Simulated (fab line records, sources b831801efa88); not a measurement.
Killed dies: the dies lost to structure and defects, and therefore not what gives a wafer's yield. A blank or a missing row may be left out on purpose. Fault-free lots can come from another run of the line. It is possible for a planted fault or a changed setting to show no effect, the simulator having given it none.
Matching of chambers + flow sfq_line + SFQ_TRILAYER_I7_VIA_ETCH_VIA_ETCH_190 on rie_diel-02: 4 sister chambers
The step etches SiO2 in CHF3, stops on Nb, target depth 260 nm. 4 wafers are shown with their chamber, then 7 later ones without.

== WAFERS PAIRED WITH THEIR CHAMBERS ==
| wafer  | chamber | drypump_motor_current_A (A) |
|--------|---------|-----------------------------|
| L196.2 | 0       | 5.5                         |
| L196.6 | 3       | 5.9                         |
| L202.2 | 1       | 6.1                         |
| L202.4 | 2       | 5.8                         |

== WAFERS MISSING THEIR CHAMBER ==
| wafer  | drypump_motor_current_A (A) |
|--------|-----------------------------|
| L202.5 | 5.5                         |
| L204.4 | 6.1                         |
| L204.5 | 5.6                         |
| L204.6 | 6.1                         |
| L209.1 | 5.5                         |
| L209.2 | 5.8                         |
| L209.3 | 5.9                         |

== CHAMBER TAKEN BY EACH ==
| wafer  | from the rows above | in truth |
|--------|---------------------|----------|
| L202.5 | 0                   | 0        |
| L204.4 | 1                   | 1        |
| L204.5 | 0                   | 0        |
| L204.6 | 1                   | 1        |
| L209.1 | 0                   | 0        |
| L209.2 | 2                   | 2        |
| L209.3 | 3                   | 3        |
Correctly placed: 7 of 7. Number that these rows cannot place: 0. Number placed wrongly: 0.
How it was worked out, from the rows above alone: a wafer's distance from a chamber is the root of the sum, over the readings, of the square of ((its reading less the chamber's mean) divided by the reading's scatter). The wafer belongs to the nearest chamber; if the next one is less than 2 further off, it can't be placed. The mean given for a chamber averages the wafers shown for that chamber. The scatter: with one shown wafer a chamber, the root of the mean of the squares of how far each hidden wafer lies from its nearest shown one.
